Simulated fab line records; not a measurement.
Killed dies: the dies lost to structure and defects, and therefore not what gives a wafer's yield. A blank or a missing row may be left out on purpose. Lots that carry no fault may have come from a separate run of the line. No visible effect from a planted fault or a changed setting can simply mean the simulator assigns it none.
Which tool is to blame?    flow sky130    Sampling: 13 lots, 39 wafers, 4 of 708 route steps

== WHAT THE GAUGES SHOWED, per wafer ==
SKY_VIA3_CD_MEAS_12 targets a cd of 200 nm. Usual: 200.1 nm for cd_nm, sd 1.6.
lot   measured      on         cd_nm (nm)         flag
L682  day 40 14:13  cd_sem-02  200.9 202.0 201.7  
L683  day 40 18:22  cd_sem-02  198.8 200.5 200.8  
L686  day 41 15:42  cd_sem-02  198.2 197.8 197.5  
L688  day 42 06:28  cd_sem-01  203.6 201.2 201.0  
L692  day 43 12:31  cd_sem-02  201.7 201.3 201.0  
L693  day 43 21:43  cd_sem-01  202.4 202.0 201.2  
L695  day 44 06:21  cd_sem-01  199.6 199.9 200.3  
L698  day 44 21:10  cd_sem-02  199.6 199.7 198.4  
L699  day 45 11:43  cd_sem-01  197.1 196.9 196.4  
L700  day 45 12:18  cd_sem-01  197.6 197.7 197.9  
L701  day 45 17:04  cd_sem-02  200.2 201.1 199.9  
L703  day 46 10:10  cd_sem-02  201.5 201.3 202.4  
L702  day 46 15:10  cd_sem-02  200.0 199.9 198.9  

SKY_VIA3_THK_MEAS_23: measures by xrf. Usual: VIA3_W_THK gives 397 nm (standard deviation 7.4).
lot   measured      on             VIA3_W_THK (nm)  flag
L682  day 40 15:23  film_metro-04  394 385 394      
L683  day 40 19:32  film_metro-03  394 392 395      
L686  day 41 16:52  film_metro-01  397 403 399      
L688  day 42 07:40  film_metro-01  397 402 394      
L692  day 43 13:41  film_metro-03  403 405 405      
L693  day 43 23:00  film_metro-01  403 403 399      
L695  day 44 07:31  film_metro-04  400 390 399      
L698  day 44 22:20  film_metro-04  391 395 389      
L699  day 45 12:53  film_metro-01  410 403 409      
L700  day 45 13:31  film_metro-03  405 396 399      
L701  day 45 18:14  film_metro-01  411 411 411      
L703  day 46 11:20  film_metro-01  403 402 406      
L702  day 46 16:20  film_metro-01  408 408 404      

SKY_METAL4_OVL_MEAS_14. Usual: METAL4_OVL gives -3 nm (standard deviation 6.3).
lot   measured      on          METAL4_OVL (nm)  flag
L682  day 42 16:20  overlay-02  -2 -16 -11       
L683  day 42 20:23  overlay-02  -4 -3 1          
L686  day 43 16:47  overlay-02  -2 5 1           
L688  day 44 07:24  overlay-01  -3 -3 -3         
L692  day 45 12:03  overlay-01  2 3 4            
L693  day 45 19:05  overlay-02  1 -5 -4          
L695  day 46 06:15  overlay-02  12 7 3           
L698  day 46 19:13  overlay-01  -1 -7 -12        
L699  day 47 08:13  overlay-02  3 2 9            
L700  day 47 09:34  overlay-02  -7 0 -9          
L701  day 47 13:03  overlay-01  -1 3 3           
L703  day 48 05:31  overlay-02  -8 -8 1          
L702  day 48 09:22  overlay-01  -7 -8 -11        

== WHAT TOOL EACH LOT RAN ON (gives the tool, then ch and the chambers of the sampled wafers, and finally the start) ==
lot   SKY_CAP2M_STRIP_14
L682  plasma_asher-02 ch 0,1, day 41 15:47
L683  plasma_asher-02 ch 0,1, day 41 20:11
L686  plasma_asher-01 ch 0,1, day 42 17:10
L688  plasma_asher-02 ch 0, day 43 07:55
L692  plasma_asher-04 ch 0,1, day 44 12:59
L693  plasma_asher-04 ch 0,1, day 44 19:51
L695  plasma_asher-01 ch 0,1, day 45 08:30
L698  plasma_asher-04 ch 0,1, day 45 21:19
L699  plasma_asher-02 ch 0,1, day 46 11:02
L700  plasma_asher-02 ch 0,1, day 46 12:18
L701  plasma_asher-02 ch 0,1, day 46 16:10
L703  plasma_asher-04 ch 0,1, day 47 08:29
L702  plasma_asher-02 ch 0,1, day 47 13:22
- SKY_CAP2M_STRIP_14: strips in O2/N2.

== AS READ BY THE TOOLS THEMSELVES (means over the sampled wafers that have a number; for cases with no such wafer, the mark the record gives instead) ==
SKY_CAP2M_STRIP_14. Usual: drypump_motor_current_A 5.9 A, standard deviation 0.59; o2_flow_sccm 3000 sccm, standard deviation 9.3; oes_product_au 0.710 a.u., standard deviation 0.0042; strip_time_to_endpoint_s 12.67 s, standard deviation 0.041.
lot   tool             drypump_motor_current_A (A)  o2_flow_sccm (sccm)  oes_product_au (a.u.)  strip_time_to_endpoint_s (s)  flag
L682  plasma_asher-02  5.7                          2998                 0.704                  12.70                         
L683  plasma_asher-02  5.3                          2399                 0.702                  12.80                         OFF
L686  plasma_asher-01  6.3                          2997                 0.707                  12.65                         
L688  plasma_asher-02  5.0                          2403                 0.701                  12.82                         OFF
L692  plasma_asher-04  6.1                          3006                 0.711                  12.67                         
L693  plasma_asher-04  6.3                          2996                 0.710                  12.67                         
L695  plasma_asher-01  6.4                          2995                 0.710                  12.64                         
L698  plasma_asher-04  6.1                          3002                 0.709                  12.66                         
L699  plasma_asher-02  5.7                          3007                 0.709                  12.62                         
L700  plasma_asher-02  5.4                          2991                 0.711                  12.65                         
L701  plasma_asher-02  5.4                          3005                 0.712                  12.70                         
L703  plasma_asher-04  6.1                          2995                 0.707                  12.71                         
L702  plasma_asher-02  5.3                          3013                 0.706                  12.68                         

== THE ANSWER, worked out from the rows above alone ==
Rule: lot off if the mean of its wafers having a number is beyond 3 standard deviations from the usual mean. A lot without any number at a reading at which 4 lots or more have one is off too. The other lots that the step has rows for count as sound. Order of review: gauges by route order, followed by the tools' own readings, for which a lot's mean as printed above is used. The first step at which some lot is off is used, and at that step the reading that is off furthest; a lot without a number counts as furthest.
Off: L683, L688 (SKY_CAP2M_STRIP_14, o2_flow_sccm).
A tool fits if, at that step or a process step before it, it ran every lot that is off, and no sound lot after the first of them. Of those tried, none fits.

== WHAT THE SIMULATOR PUT IN ==
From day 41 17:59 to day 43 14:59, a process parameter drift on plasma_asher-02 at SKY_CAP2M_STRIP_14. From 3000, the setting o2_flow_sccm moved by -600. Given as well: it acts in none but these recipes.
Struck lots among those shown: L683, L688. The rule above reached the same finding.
